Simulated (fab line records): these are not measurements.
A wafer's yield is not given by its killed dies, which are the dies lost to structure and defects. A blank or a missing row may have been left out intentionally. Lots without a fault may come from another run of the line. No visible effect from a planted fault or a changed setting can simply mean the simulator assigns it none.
fab line records ; flow gf180mcu ; part 1 of 2: steps 1 to 27 of 36
record: lots: 5; wafers: 15; lastDay: 32
route steps=602 shown NSD@262 PSD@263 SAB@264 SALICIDE@278 CONTACT@287
lots that met no fault: taken from a fault-free run of the same line
startH: hours from the record's opening day to when the first of the lot's shown wafers began ; waitH: hours elapsed since this lot's preceding step ; " identical to the entry in the row above ; L1.1+2: one row covering several wafers at once ; - no value, or no start was given ; * or withheld: withheld ; < > ~ a bound
route shown NAME@n: a module of which the file shows steps, and the number in the route of the first ; usual: the fault-free wafers' mean and standard deviation ; same: alike in all rows ; chamber/n: place in a boat ; sites: each site's reading ; _std_site: standard deviation of those values ; _edge_site: mean of outer sites minus mean of inner sites ; radiusMm: how far each site lies from the wafer's centre ; mask NAME#n: copy n ; behind: the most recent tool/chamber to have shaped the wafer ; hold: why the lot went on hold/how many hours it stayed there/how the hold came to an end ; device: whichever transistor did not switch (one of n, p or np) ; end of line: tests run on the same wafers once the route is complete ; a step with no rows: only its recipe ; killed: dies that structure and defects cost at the first sort, which is not the same as the wafer's yield ; map: a wafer's dies, marking killed ones x, the rest . and places with no die _
set.NAME: the setting that was run; set.NAME@STEP: the one run at that earlier step ; model.NAME: the simulator's own value behind a step, which no gauge read
a table for each step, a row for each wafer; lots at some steps of the route
services: the hour from which a tool's chamber was out of use, counted from the record's first day as startH (under 0 if before that day), plus the number of hours and why
== steps ==
step: GF_PSD_RS_MEAS_14
recipe: thkMeasGauge: four-point-probe
usual: NSD_RS: 46.14/0.1
lot.wafer;tool;chamber;startH;waitH;NSD_RS[ohm/sq]
L074.3;filmMetro-02;-;316.37;0.1;46.20
L074.5;filmMetro-02;-;316.37;0.1;46.21
L074.6;filmMetro-02;-;316.37;0.1;46.22
L076.1;filmMetro-02;-;333.82;0.1;46.11
L076.3;filmMetro-02;-;333.82;0.1;46.03
L076.6;filmMetro-02;-;333.82;0.1;46.17
L083.2;filmMetro-01;-;396.01;0.1;46.09
L083.5;filmMetro-01;-;396.01;0.1;45.96
L083.6;filmMetro-01;-;396.01;0.1;46.13
L086.3;filmMetro-02;-;428.33;0.1;46.14
L086.4;filmMetro-02;-;428.33;0.1;46.17
L086.6;filmMetro-02;-;428.33;0.1;46.15
L089.1;filmMetro-04;-;446.70;0.1;46.20
L089.2;filmMetro-04;-;446.70;0.1;46.12
L089.5;filmMetro-04;-;446.70;0.1;46.23
step: GF_PSD_RS_MEAS_15
recipe: thkMeasGauge: four-point-probe
usual: PSD_RS: 108.6/0.33
lot.wafer;tool;chamber;startH;waitH;PSD_RS[ohm/sq]
L074.3;filmMetro-02;-;316.49;0.1;108.5
L074.5;filmMetro-02;-;316.49;0.1;108.5
L074.6;filmMetro-02;-;316.49;0.1;109.1
L076.1;filmMetro-02;-;333.94;0.1;108.5
L076.3;filmMetro-02;-;333.94;0.1;108.3
L076.6;filmMetro-02;-;333.94;0.1;108.4
L083.2;filmMetro-01;-;396.13;0.1;108.8
L083.5;filmMetro-01;-;396.13;0.1;108.4
L083.6;filmMetro-01;-;396.13;0.1;108.7
L086.3;filmMetro-02;-;428.45;0.1;108.7
L086.4;filmMetro-02;-;428.45;0.1;109.0
L086.6;filmMetro-02;-;428.45;0.1;108.9
L089.1;filmMetro-04;-;446.82;0.1;108.6
L089.2;filmMetro-04;-;446.82;0.1;108.5
L089.5;filmMetro-04;-;446.82;0.1;108.8
step: GF_SAB_CVD_00
recipe: material: SiO2; targetThkNm: 50; precursor: TEOS; tempC: 400; timeS: 4.9302; rfW: 600
usual: heaterPowerOuterW: 371/67; heaterPowerW: 641/97; rfFwdPowerW: 588.0/2.9
lot.wafer;tool;chamber;startH;waitH;heaterPowerOuterW;heaterPowerW;rfFwdPowerW
L074.3;pecvd-02;1;316.57;0.1;382;689;588.1
L074.5;pecvd-02;1;316.57;0.1;387;686;588.8
L074.6;pecvd-02;2;316.57;0.1;248;485;586.4
L076.1;pecvd-02;0;334.06;0.1;385;573;589.5
L076.3;pecvd-02;2;334.06;0.1;336;576;587.7
L076.6;pecvd-02;2;334.06;0.1;328;575;589.9
L083.2;pecvd-02;2;396.23;0.1;341;592;589.3
L083.5;pecvd-02;0;396.23;0.1;348;531;588.1
L083.6;pecvd-02;2;396.23;0.1;240;458;585.6
L086.3;pecvd-04;1;428.53;0.1;480;833;590.5
L086.4;pecvd-04;2;428.53;0.1;450;781;585.3
L086.6;pecvd-04;1;428.53;0.1;491;839;586.1
L089.1;pecvd-03;1;446.94;0.1;389;677;590.9
L089.2;pecvd-03;2;446.94;0.1;448;738;587.3
L089.5;pecvd-03;2;446.94;0.1;443;761;586.4
step: GF_SAB_THK_MEAS_01
recipe: reads: SiO2_of_SAB_CVD_00
usual: SAB_CVD_00_THK: 49.9/0.64
lot.wafer;tool;chamber;startH;waitH;SAB_CVD_00_THK[nm]
L074.3;filmMetro-02;-;316.60;0.0;50.3
L074.5;filmMetro-02;-;316.60;0.0;50.5
L074.6;filmMetro-02;-;316.60;0.0;50.4
L076.1;filmMetro-03;-;334.08;0.0;50.6
L076.3;filmMetro-03;-;334.08;0.0;50.5
L076.6;filmMetro-03;-;334.08;0.0;51.7
L083.2;filmMetro-02;-;396.26;0.0;49.3
L083.5;filmMetro-02;-;396.26;0.0;49.8
L083.6;filmMetro-02;-;396.26;0.0;49.8
L086.3;filmMetro-04;-;428.57;0.0;48.5
L086.4;filmMetro-04;-;428.57;0.0;49.8
L086.6;filmMetro-04;-;428.57;0.0;50.0
L089.1;filmMetro-03;-;446.96;0.0;50.7
L089.2;filmMetro-03;-;446.96;0.0;50.2
L089.5;filmMetro-03;-;446.96;0.0;50.5
step: GF_SAB_DEHYDRATE_02
recipe: tempC: 200; timeS: 60
usual: chillPlateTempC: 23.00/0.098
lot.wafer;tool;chamber;startH;waitH;chillPlateTempC
L074.3;lithoTrack-03;0;326.64;10.0;23.10
L074.5;lithoTrack-03;0;326.64;10.0;23.15
L074.6;lithoTrack-03;0;326.64;10.0;23.15
L076.1;lithoTrack-01;0;343.79;9.7;23.21
L076.3;lithoTrack-01;0;343.79;9.7;23.03
L076.6;lithoTrack-01;0;343.79;9.7;22.90
L083.2;lithoTrack-03;0;407.21;10.9;23.02
L083.5;lithoTrack-03;0;407.21;10.9;23.06
L083.6;lithoTrack-03;0;407.21;10.9;23.02
L086.3;lithoTrack-03;0;439.88;11.3;22.98
L086.4;lithoTrack-03;0;439.88;11.3;22.87
L086.6;lithoTrack-03;0;439.88;11.3;23.07
L089.1;lithoTrack-03;0;458.18;11.2;22.88
L089.2;lithoTrack-03;0;458.18;11.2;23.10
L089.5;lithoTrack-03;0;458.18;11.2;22.96
step: GF_SAB_HMDS_03
recipe: primeTimeS: 60; primeTempC: 120
usual: chillPlateTempC: 23.02/0.11
lot.wafer;tool;chamber;startH;waitH;chillPlateTempC
L074.3;lithoTrack-03;0;326.79;0.1;23.02
L074.5;lithoTrack-03;0;326.79;0.1;22.90
L074.6;lithoTrack-03;0;326.79;0.1;22.92
L076.1;lithoTrack-01;0;343.94;0.1;23.21
L076.3;lithoTrack-01;0;343.94;0.1;23.15
L076.6;lithoTrack-01;0;343.94;0.1;23.00
L083.2;lithoTrack-03;0;407.36;0.1;23.06
L083.5;lithoTrack-03;0;407.36;0.1;23.08
L083.6;lithoTrack-03;0;407.36;0.1;23.01
L086.3;lithoTrack-03;0;440.03;0.1;23.28
L086.4;lithoTrack-03;0;440.03;0.1;23.11
L086.6;lithoTrack-03;0;440.03;0.1;23.23
L089.1;lithoTrack-03;0;458.33;0.1;22.85
L089.2;lithoTrack-03;0;458.33;0.1;22.99
L089.5;lithoTrack-03;0;458.33;0.1;22.88
step: GF_SAB_COAT_04
recipe: resist: NOVOLAK; spinRpm: 3000; resistThkNm: 1000
usual: chillPlateTempC: 23.00/0.12
lot.wafer;tool;chamber;startH;waitH;chillPlateTempC
L074.3;lithoTrack-03;0;326.94;0.1;22.85
L074.5;lithoTrack-03;0;326.94;0.1;22.97
L074.6;lithoTrack-03;0;326.94;0.1;22.92
L076.1;lithoTrack-01;0;344.09;0.1;23.03
L076.3;lithoTrack-01;0;344.09;0.1;23.00
L076.6;lithoTrack-01;0;344.09;0.1;23.04
L083.2;lithoTrack-03;0;407.51;0.1;23.10
L083.5;lithoTrack-03;0;407.51;0.1;22.91
L083.6;lithoTrack-03;0;407.51;0.1;23.09
L086.3;lithoTrack-03;0;440.18;0.1;22.89
L086.4;lithoTrack-03;0;440.18;0.1;22.74
L086.6;lithoTrack-03;0;440.18;0.1;22.80
L089.1;lithoTrack-03;0;458.48;0.1;23.12
L089.2;lithoTrack-03;0;458.48;0.1;22.99
L089.5;lithoTrack-03;0;458.48;0.1;23.09
step: GF_SAB_SOFTBAKE_05
recipe: tempC: 90; timeS: 60; resist: NOVOLAK
usual: chillPlateTempC: 23.01/0.11
lot.wafer;tool;chamber;startH;waitH;chillPlateTempC
L074.3;lithoTrack-03;0;327.09;0.1;23.12
L074.5;lithoTrack-03;0;327.09;0.1;23.06
L074.6;lithoTrack-03;0;327.09;0.1;22.94
L076.1;lithoTrack-01;0;344.24;0.1;23.03
L076.3;lithoTrack-01;0;344.24;0.1;23.02
L076.6;lithoTrack-01;0;344.24;0.1;22.86
L083.2;lithoTrack-03;0;407.66;0.1;23.13
L083.5;lithoTrack-03;0;407.66;0.1;23.17
L083.6;lithoTrack-03;0;407.66;0.1;23.08
L086.3;lithoTrack-03;0;440.33;0.1;22.98
L086.4;lithoTrack-03;0;440.33;0.1;22.87
L086.6;lithoTrack-03;0;440.33;0.1;22.89
L089.1;lithoTrack-03;0;458.63;0.1;22.89
L089.2;lithoTrack-03;0;458.63;0.1;23.03
L089.5;lithoTrack-03;0;458.63;0.1;23.02
step: GF_SAB_EXPOSE_06
recipe: maskId: SAB; targetCdNm: 420; na: 0.6; sourceShape: conventional; sigmaOuter: 0.6; doseMj: 140
lot.wafer;tool;chamber;startH;waitH;mask
L074.3+5+6;ilineStepper-01;0;-;-;SAB#0
L076.1+3+6;ilineStepper-02;0;-;-;SAB#0
L083.2+5+6;ilineStepper-01;0;-;-;SAB#0
L086.3+4+6;ilineStepper-01;0;-;-;SAB#0
L089.1+2+5;ilineStepper-02;0;-;-;SAB#0
step: GF_SAB_PEB_07
recipe: tempC: withheld; timeS: *; resist: NOVOLAK
usual: chillPlateTempC: *
lot.wafer;tool;chamber;startH;waitH;chillPlateTempC
L074.3;lithoTrack-02;0;-;-;*
L074.5;lithoTrack-02;0;-;-;*
L074.6;lithoTrack-02;0;-;-;*
L076.1;lithoTrack-02;0;-;-;*
L076.3;lithoTrack-02;0;-;-;*
L076.6;lithoTrack-02;0;-;-;*
L083.2;lithoTrack-01;0;-;-;*
L083.5;lithoTrack-01;0;-;-;*
L083.6;lithoTrack-01;0;-;-;*
L086.3;lithoTrack-02;0;-;-;*
L086.4;lithoTrack-02;0;-;-;*
L086.6;lithoTrack-02;0;-;-;*
L089.1;lithoTrack-01;0;-;-;*
L089.2;lithoTrack-01;0;-;-;*
L089.5;lithoTrack-01;0;-;-;*
step: GF_SAB_DEVELOP_08
recipe: developTimeS: 60; devTempC: 23
usual: chillPlateTempC: 23.01/0.12
lot.wafer;tool;chamber;startH;waitH;chillPlateTempC
L074.3;lithoTrack-02;0;337.20;0.1;23.03
L074.5;lithoTrack-02;0;337.20;0.1;22.93
L074.6;lithoTrack-02;0;337.20;0.1;22.96
L076.1;lithoTrack-02;0;354.95;0.1;23.04
L076.3;lithoTrack-02;0;354.95;0.1;22.89
L076.6;lithoTrack-02;0;354.95;0.1;22.89
L083.2;lithoTrack-01;0;419.62;0.1;23.04
L083.5;lithoTrack-01;0;419.62;0.1;23.00
L083.6;lithoTrack-01;0;419.62;0.1;23.17
L086.3;lithoTrack-02;0;452.75;0.1;22.99
L086.4;lithoTrack-02;0;452.75;0.1;22.90
L086.6;lithoTrack-02;0;452.75;0.1;22.89
L089.1;lithoTrack-01;0;470.69;0.1;22.81
L089.2;lithoTrack-01;0;470.69;0.1;23.08
L089.5;lithoTrack-01;0;470.69;0.1;22.89
step: GF_SAB_CD_MEAS_09
recipe: targetCdNm: 420
usual: cdNm: 420.4/2
lot.wafer;tool;chamber;startH;waitH;cdNm
L074.3;cdSem-01;-;337.34;0.1;424.5
L074.5;cdSem-01;-;337.34;0.1;422.1
L074.6;cdSem-01;-;337.34;0.1;423.2
L076.1;cdSem-01;-;355.10;0.1;419.8
L076.3;cdSem-01;-;355.10;0.1;420.3
L076.6;cdSem-01;-;355.10;0.1;422.9
L083.2;cdSem-01;-;419.76;0.1;422.5
L083.5;cdSem-01;-;419.76;0.1;420.3
L083.6;cdSem-01;-;419.76;0.1;420.9
L086.3;cdSem-02;-;452.89;0.1;419.3
L086.4;cdSem-02;-;452.89;0.1;418.0
L086.6;cdSem-02;-;452.89;0.1;417.6
L089.1;cdSem-01;-;470.94;0.2;420.4
L089.2;cdSem-01;-;470.94;0.2;421.2
L089.5;cdSem-01;-;470.94;0.2;420.5
step: GF_SAB_OVL_MEAS_10
usual: SAB_OVL: 0.3/1.7
lot.wafer;tool;chamber;startH;waitH;SAB_OVL[nm]
L074.3;overlay-02;-;337.43;0.1;-1.1
L074.5;overlay-02;-;337.43;0.1;-1.8
L074.6;overlay-02;-;337.43;0.1;-2.7
L076.1;overlay-01;-;355.22;0.1;1.2
L076.3;overlay-01;-;355.22;0.1;0.3
L076.6;overlay-01;-;355.22;0.1;1.4
L083.2;overlay-02;-;419.87;0.1;0.3
L083.5;overlay-02;-;419.87;0.1;0.7
L083.6;overlay-02;-;419.87;0.1;0.7
L086.3;overlay-01;-;452.98;0.1;1.0
L086.4;overlay-01;-;452.98;0.1;0.5
L086.6;overlay-01;-;452.98;0.1;-0.5
L089.1;overlay-02;-;471.06;0.1;2.0
L089.2;overlay-02;-;471.06;0.1;1.8
L089.5;overlay-02;-;471.06;0.1;3.3
step: GF_SAB_ETCH_11
recipe: chemistry: C4F8/O2/Ar; maskMaterial: NOVOLAK; target: SiO2; targetDepthNm: 55; sourceW: 1500; biasW: 1200; pressureMtorr: 40; c4f8FlowSccm: withheld; O2_flow_sccm: 6; Ar_flow_sccm: 300; timeS: 8.5
usual: oesProductAu: 1.000/0.0065; rfFwdPowerW: 1467/8.1
lot.wafer;tool;chamber;startH;waitH;oesProductAu;rfFwdPowerW;rfHoursCounterH
L074.3;rieDiel-04;2;337.46;0.0;0.995;1458;120
L074.5;rieDiel-04;2;337.46;0.0;1.005;1460;-
L074.6;rieDiel-04;3;337.46;0.0;0.994;1461;-
L076.1;rieDiel-02;0;355.26;0.0;1.013;1468;53
L076.3;rieDiel-02;1;355.26;0.0;1.006;1451;62
L076.6;rieDiel-02;1;355.26;0.0;1.006;1458;-
L083.2;rieDiel-03;1;419.90;0.0;0.984;1480;43
L083.5;rieDiel-03;2;419.90;0.0;0.993;1474;-
L083.6;rieDiel-03;3;419.90;0.0;0.995;1471;-
L086.3;rieDiel-02;1;453.01;0.0;0.995;1453;65
L086.4;rieDiel-02;2;453.01;0.0;0.991;1461;12
L086.6;rieDiel-02;0;453.01;0.0;1.006;1476;-
L089.1;rieDiel-02;0;471.10;0.0;1.012;1465;56
L089.2;rieDiel-02;3;471.10;0.0;1.001;1462;29
L089.5;rieDiel-02;2;471.10;0.0;1.012;1463;-
step: GF_SAB_WET_ETCH_12
recipe: chemistry: dHF; targetDepthNm: 22; dry: n2Spin; target: SiO2; tempC: 25; dilution: 100:1; timeS: 440
lot.wafer;tool;chamber;startH;waitH
L074.3+5+6;wetBench-02;1;337.48;0.0
L076.1+3+6;wetBench-03;0;355.30;0.0
L083.2+5+6;wetBench-03;3;419.92;0.0
L086.3+4+6;wetBench-02;2;453.03;0.0
L089.1+2+5;wetBench-02;2;471.12;0.0
step: GF_SAB_STRIP_13
recipe: chemistry: O2/N2; powerW: 1400; pressureMtorr: 1500; platenTempC: 250; o2FlowSccm: 3000; n2FlowSccm: 300; overashFraction: 0.5
usual: drypumpMotorCurrentA: 5.6/0.35; heaterPowerW: 334/42; n2FlowSccm: 299.8/0.89; oesProductAu: 0.710/0.0044; stripTimeToEndpointS: 12.63/0.04
lot.wafer;tool;chamber;startH;waitH;drypumpMotorCurrentA;heaterPowerW;n2FlowSccm;oesProductAu;rfHoursCounterH;stripTimeToEndpointS
L074.3;plasmaAsher-03;0;337.64;0.0;6.0;352;300.0;0.711;-;12.64
L074.5;plasmaAsher-03;0;337.64;0.0;6.0;352;300.6;0.709;-;12.67
L074.6;plasmaAsher-03;1;337.64;0.0;5.3;346;298.1;0.705;-;12.66
L076.1;plasmaAsher-03;1;355.43;0.0;5.3;354;300.2;0.713;59;12.63
L076.3;plasmaAsher-03;0;355.43;0.0;6.0;361;299.0;0.709;-;12.62
L076.6;plasmaAsher-03;1;355.43;0.0;5.3;348;299.3;0.710;-;12.64
L083.2;plasmaAsher-02;1;420.05;0.0;5.5;413;299.8;0.704;79;12.62
L083.5;plasmaAsher-02;1;420.05;0.0;5.5;397;299.1;0.707;-;12.62
L083.6;plasmaAsher-02;0;420.05;0.0;5.8;291;300.8;0.704;-;12.65
L086.3;plasmaAsher-01;1;453.19;0.0;5.3;331;299.7;0.708;-;12.72
L086.4;plasmaAsher-01;0;453.19;0.0;6.1;268;298.5;0.718;-;12.67
L086.6;plasmaAsher-01;1;453.19;0.0;5.2;324;299.9;0.709;-;12.71
L089.1;plasmaAsher-03;0;471.26;0.0;6.0;366;299.6;0.713;71;12.66
L089.2;plasmaAsher-03;1;471.26;0.0;5.3;351;300.0;0.701;71;12.64
L089.5;plasmaAsher-03;0;471.26;0.0;6.0;359;299.0;0.713;-;12.63
step: GF_SALICIDE_CLEAN_00
recipe: chemistry: SC1/SC2; mix: 1:4:20; tempC: 70; timeS: 150
lot.wafer;tool;chamber;startH;waitH
L074.3+5+6;wetBench-03;0;337.71;0.0
L076.1+3+6;wetBench-03;3;355.53;0.1
L083.2+5+6;wetBench-01;0;420.15;0.1
L086.3+4+6;wetBench-04;0;453.26;0.0
L089.1+2+5;wetBench-04;3;471.36;0.1
step: GF_SALICIDE_WET_ETCH_01
recipe: chemistry: dHF; targetDepthNm: 5; dry: ipaMarangoni; target: SiO2; tempC: 25; dilution: 100:1; timeS: 100
lot.wafer;tool;chamber;startH;waitH
L074.3+5+6;wetBench-03;2;337.76;0.0
L076.1+3+6;wetBench-03;3;355.58;0.0
L083.2+5+6;wetBench-03;0;420.20;0.0
L086.3+4+6;wetBench-01;3;453.31;0.0
L089.1+2+5;wetBench-01;0;471.41;0.0
step: GF_SALICIDE_SPUTTER_02
recipe: material: Co; targetThkNm: 10; powerW: 1000; timeS: 20; chamberPressurePa: 0.4
usual: throttleValvePct: 29.9/0.96
lot.wafer;tool;chamber;startH;waitH;throttleValvePct
L074.3;pvdSputter-04;-;337.80;0.0;31.4
L074.5;pvdSputter-04;-;337.80;0.0;28.9
L074.6;pvdSputter-04;-;337.80;0.0;29.2
L076.1;pvdSputter-04;-;355.62;0.0;29.2
L076.3;pvdSputter-04;-;355.62;0.0;29.1
L076.6;pvdSputter-04;-;355.62;0.0;31.3
L083.2;pvdSputter-02;-;420.24;0.0;30.1
L083.5;pvdSputter-02;-;420.24;0.0;30.4
L083.6;pvdSputter-02;-;420.24;0.0;30.5
L086.3;pvdSputter-03;-;453.35;0.0;30.3
L086.4;pvdSputter-03;-;453.35;0.0;30.9
L086.6;pvdSputter-03;-;453.35;0.0;30.4
L089.1;pvdSputter-03;-;471.45;0.0;30.4
L089.2;pvdSputter-03;-;471.45;0.0;31.4
L089.5;pvdSputter-03;-;471.45;0.0;29.2
step: GF_SALICIDE_SPUTTER_03
recipe: material: TiN; targetThkNm: 20; powerW: 6500; timeS: 16.7; chamberPressurePa: 0.4
usual: throttleValvePct: 29.9/0.96
lot.wafer;tool;chamber;startH;waitH;throttleValvePct
L074.3;pvdSputter-04;-;337.82;0.0;31.2
L074.5;pvdSputter-04;-;337.82;0.0;29.2
L074.6;pvdSputter-04;-;337.82;0.0;29.0
L076.1;pvdSputter-04;-;355.65;0.0;28.8
L076.3;pvdSputter-04;-;355.65;0.0;28.9
L076.6;pvdSputter-04;-;355.65;0.0;31.2
L083.2;pvdSputter-02;-;420.26;0.0;29.9
L083.5;pvdSputter-02;-;420.26;0.0;30.8
L083.6;pvdSputter-02;-;420.26;0.0;30.4
L086.3;pvdSputter-03;-;453.38;0.0;30.2
L086.4;pvdSputter-03;-;453.38;0.0;30.5
L086.6;pvdSputter-03;-;453.38;0.0;30.2
L089.1;pvdSputter-03;-;471.48;0.0;30.4
L089.2;pvdSputter-03;-;471.48;0.0;31.2
L089.5;pvdSputter-03;-;471.48;0.0;29.0
step: GF_SALICIDE_RS_MEAS_04
recipe: thkMeasGauge: four-point-probe; reads: TiN_of_SALICIDE_SPUTTER_03+Co_of_SALICIDE_SPUTTER_02
usual: SALICIDE_TIN_RS: 16.40/0.3
lot.wafer;tool;chamber;startH;waitH;SALICIDE_TIN_RS[ohm/sq]
L074.3;filmMetro-03;-;337.89;0.1;16.59
L074.5;filmMetro-03;-;337.89;0.1;16.67
L074.6;filmMetro-03;-;337.89;0.1;16.55
L076.1;filmMetro-01;-;355.67;0.0;16.59
L076.3;filmMetro-01;-;355.67;0.0;16.72
L076.6;filmMetro-01;-;355.67;0.0;16.73
L083.2;filmMetro-02;-;420.31;0.0;15.78
L083.5;filmMetro-02;-;420.31;0.0;15.76
L083.6;filmMetro-02;-;420.31;0.0;15.89
L086.3;filmMetro-01;-;453.45;0.1;16.71
L086.4;filmMetro-01;-;453.45;0.1;16.51
L086.6;filmMetro-01;-;453.45;0.1;16.76
L089.1;filmMetro-03;-;471.50;0.0;16.10
L089.2;filmMetro-03;-;471.50;0.0;16.04
L089.5;filmMetro-03;-;471.50;0.0;16.17
step: GF_SALICIDE_THK_MEAS_05
recipe: thkMeasGauge: xrf; reads: TiN_of_SALICIDE_SPUTTER_03
usual: SALICIDE_TIN_THK: 20.00/0.3
lot.wafer;tool;chamber;startH;waitH;SALICIDE_TIN_THK[nm]
L074.3;filmMetro-03;-;337.99;0.1;19.95
L074.5;filmMetro-03;-;337.99;0.1;19.32
L074.6;filmMetro-03;-;337.99;0.1;19.54
L076.1;filmMetro-01;-;355.79;0.1;19.88
L076.3;filmMetro-01;-;355.79;0.1;19.79
L076.6;filmMetro-01;-;355.79;0.1;20.06
L083.2;filmMetro-02;-;420.42;0.1;20.24
L083.5;filmMetro-02;-;420.42;0.1;20.34
L083.6;filmMetro-02;-;420.42;0.1;20.14
L086.3;filmMetro-01;-;453.55;0.1;20.21
L086.4;filmMetro-01;-;453.55;0.1;20.11
L086.6;filmMetro-01;-;453.55;0.1;20.24
L089.1;filmMetro-03;-;471.62;0.1;19.64
L089.2;filmMetro-03;-;471.62;0.1;19.65
L089.5;filmMetro-03;-;471.62;0.1;19.97
step: GF_SALICIDE_RTA_06
recipe: tempC: 530; timeS: 30; ambient: N2
usual: lampPowerPct: 6.12/0.11; wafer_temp_C_max: 531.8/0.47
lot.wafer;tool;chamber;startH;waitH;lampPowerPct;wafer_temp_C_max
L074.3;rtpAnneal-02;0;338.06;0.1;6.20;531.8
L074.5;rtpAnneal-02;0;338.06;0.1;6.21;531.1
L074.6;rtpAnneal-02;0;338.06;0.1;6.20;531.1
L076.1;rtpAnneal-02;0;355.85;0.1;6.21;531.8
L076.3;rtpAnneal-02;0;355.85;0.1;6.21;531.8
L076.6;rtpAnneal-02;0;355.85;0.1;6.20;531.5
L083.2;rtpAnneal-02;0;420.49;0.1;6.20;531.5
L083.5;rtpAnneal-02;0;420.49;0.1;6.21;531.1
L083.6;rtpAnneal-02;0;420.49;0.1;6.22;531.4
L086.3;rtpAnneal-01;0;453.62;0.1;5.99;532.3
L086.4;rtpAnneal-01;0;453.62;0.1;5.99;532.3
L086.6;rtpAnneal-01;0;453.62;0.1;6.00;531.6
L089.1;rtpAnneal-01;0;471.68;0.1;5.99;532.5
L089.2;rtpAnneal-01;0;471.68;0.1;5.99;532.6
L089.5;rtpAnneal-01;0;471.68;0.1;5.98;532.2
step: GF_SALICIDE_WET_ETCH_07
recipe: chemistry: SPM; targetDepthNm: 120; dry: n2Spin
lot.wafer;tool;chamber;startH;waitH
L074.3+5+6;wetBench-01;1;338.13;0.1
L076.1+3+6;wetBench-03;0;355.95;0.1
L083.2+5+6;wetBench-03;1;420.60;0.1
L086.3+4+6;wetBench-03;2;453.69;0.1
L089.1+2+5;wetBench-01;2;471.78;0.1
step: GF_SALICIDE_RTA_08
recipe: tempC: 800; timeS: 30; ambient: N2
usual: lampPowerPct: 16.88/0.29; wafer_temp_C_max: 802.8/0.6
lot.wafer;tool;chamber;startH;waitH;lampPowerPct;wafer_temp_C_max
L074.3;rtpAnneal-01;0;338.25;0.0;16.66;803.2
L074.5;rtpAnneal-01;0;338.25;0.0;16.64;803.3
L074.6;rtpAnneal-01;0;338.25;0.0;16.64;803.7
L076.1;rtpAnneal-01;0;356.04;0.0;16.65;803.7
L076.3;rtpAnneal-01;0;356.04;0.0;16.63;801.7
L076.6;rtpAnneal-01;0;356.04;0.0;16.60;802.9
L083.2;rtpAnneal-01;0;420.71;0.0;16.62;803.2
L083.5;rtpAnneal-01;0;420.71;0.0;16.65;804.0
L083.6;rtpAnneal-01;0;420.71;0.0;16.64;802.4
L086.3;rtpAnneal-02;0;453.81;0.0;17.23;801.9
L086.4;rtpAnneal-02;0;453.81;0.0;17.22;802.3
L086.6;rtpAnneal-02;0;453.81;0.0;17.21;801.8
L089.1;rtpAnneal-02;0;471.88;0.0;17.23;802.6
L089.2;rtpAnneal-02;0;471.88;0.0;17.22;802.4
L089.5;rtpAnneal-02;0;471.88;0.0;17.22;803.0
step: GF_CONTACT_CVD_00
recipe: material: SiO2; targetThkNm: 300; sigmaOpenFrac: 0.3; tempC: 400; timeS: 50; sih4FlowSccm: 60; pressureMtorr: 6
usual: sih4FlowSccm: 59.99/0.17
lot.wafer;tool;chamber;startH;waitH;sih4FlowSccm
L074.3;hdpcvd-01;2;338.32;0.1;59.85
L074.5;hdpcvd-01;1;338.32;0.1;59.60
L074.6;hdpcvd-01;2;338.32;0.1;59.80
L076.1;hdpcvd-02;2;356.14;0.1;60.05
L076.3;hdpcvd-02;0;356.14;0.1;60.10
L076.6;hdpcvd-02;1;356.14;0.1;59.86
L083.2;hdpcvd-01;1;420.79;0.1;59.80
L083.5;hdpcvd-01;2;420.79;0.1;59.91
L083.6;hdpcvd-01;0;420.79;0.1;59.97
L086.3;hdpcvd-01;2;453.88;0.1;59.93
L086.4;hdpcvd-01;2;453.88;0.1;59.92
L086.6;hdpcvd-01;0;453.88;0.1;60.17
L089.1;hdpcvd-02;2;471.98;0.1;59.88
L089.2;hdpcvd-02;0;471.98;0.1;59.81
L089.5;hdpcvd-02;2;471.98;0.1;60.15
step: GF_CONTACT_THK_MEAS_01
recipe: reads: SiO2_of_CONTACT_CVD_00
usual: CONTACT_CVD_00_THK: 300/3.1
lot.wafer;tool;chamber;startH;waitH;CONTACT_CVD_00_THK[nm]
L074.3;filmMetro-01;-;338.39;0.0;302
L074.5;filmMetro-01;-;338.39;0.0;297
L074.6;filmMetro-01;-;338.39;0.0;299
L076.1;filmMetro-01;-;356.19;0.0;296
L076.3;filmMetro-01;-;356.19;0.0;294
L076.6;filmMetro-01;-;356.19;0.0;299
L083.2;filmMetro-03;-;420.85;0.0;302
L083.5;filmMetro-03;-;420.85;0.0;299
L083.6;filmMetro-03;-;420.85;0.0;302
L086.3;filmMetro-04;-;453.94;0.0;295
L086.4;filmMetro-04;-;453.94;0.0;298
L086.6;filmMetro-04;-;453.94;0.0;297
L089.1;filmMetro-01;-;472.03;0.0;299
L089.2;filmMetro-01;-;472.03;0.0;301
L089.5;filmMetro-01;-;472.03;0.0;301
